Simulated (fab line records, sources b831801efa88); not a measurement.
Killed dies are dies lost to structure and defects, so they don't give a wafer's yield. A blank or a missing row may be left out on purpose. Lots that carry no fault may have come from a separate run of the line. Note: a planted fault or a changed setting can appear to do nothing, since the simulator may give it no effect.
Which tool is to blame? :: flow sky130 :: route of 708 steps, sampled at 1 step: 15 lots, 45 wafers

== WHAT EACH GAUGE READ, for each wafer ==
SKY_FIELD_ISO_BOW_MEAS_00.
lot: L915
measured: day 1 10:01
on: filmMetro-01
INCOMING_BOW (um): -2 4 2

lot: L916
measured: day 1 15:00
on: filmMetro-03
INCOMING_BOW (um): 1 6 4

lot: L917
measured: day 1 20:04
on: filmMetro-04
INCOMING_BOW (um): -11 -7 18

lot: L918
measured: day 2 01:00
on: filmMetro-01
INCOMING_BOW (um): -8 -3 3

lot: L920
measured: day 2 11:00
on: filmMetro-04
INCOMING_BOW (um): 7 4 -15

lot: L926
measured: day 3 17:00
on: filmMetro-01
INCOMING_BOW (um): -3 -5 -9

lot: L927
measured: day 3 22:01
on: filmMetro-04
INCOMING_BOW (um): -4 -2 -3

lot: L928
measured: day 4 03:02
on: filmMetro-01
INCOMING_BOW (um): 7 3 9

lot: L931
measured: day 4 18:00
on: filmMetro-04
INCOMING_BOW (um): -12 5 -8

lot: L932
measured: day 4 23:00
on: filmMetro-01
INCOMING_BOW (um): -1 7 9

lot: L933
measured: day 5 04:01
on: filmMetro-04
INCOMING_BOW (um): 0 -5 -11

lot: L935
measured: day 5 14:02
on: filmMetro-01
INCOMING_BOW (um): 2 3 6

lot: L936
measured: day 5 19:01
on: filmMetro-03
INCOMING_BOW (um): -4 -2 -4

lot: L937
measured: day 6 00:00
on: filmMetro-03
INCOMING_BOW (um): -11 -3 0

lot: L938
measured: day 6 05:01
on: filmMetro-01
INCOMING_BOW (um): -6 4 -9

== EACH LOT AND THE TOOL THAT RAN IT (in order: tool; ch and the chambers of the sampled wafers; start) ==
Record: no process step prior to these readings.

== WHAT THE TOOLS THEMSELVES READ (means of the sampled wafers that have a number; where no wafer has one, the mark that the record gives instead) ==
The record holds no such reading with a usual standard deviation.

== THE ANSWER, worked out from the rows above alone ==
Rule: usual is defined by the lots themselves. The widest of any qualifying gaps counts: lots, ordered by their means at a reading, are off when they make up no more than a third of the lots, leave a main group of 4 or more, and stand apart from it by 3 or more times the standard deviation of that group's means. A main group is skipped when, at the precision printed for the reading in the tables above, its means are all equal. A lot without any number at a reading at which 4 lots or more have one is off too. All remaining lots with rows at the step are treated as sound. Order of review: gauges by route order, followed by the tools' own readings, for which a lot's mean as printed above is used. The first step at which some lot is off is used, and at that step the reading that is off furthest; a lot without a number counts as furthest.
Across all readings shown, no lot is off: no conclusion can be drawn from this.

== WHAT HAD BEEN PUT IN BY THE SIMULATOR ==
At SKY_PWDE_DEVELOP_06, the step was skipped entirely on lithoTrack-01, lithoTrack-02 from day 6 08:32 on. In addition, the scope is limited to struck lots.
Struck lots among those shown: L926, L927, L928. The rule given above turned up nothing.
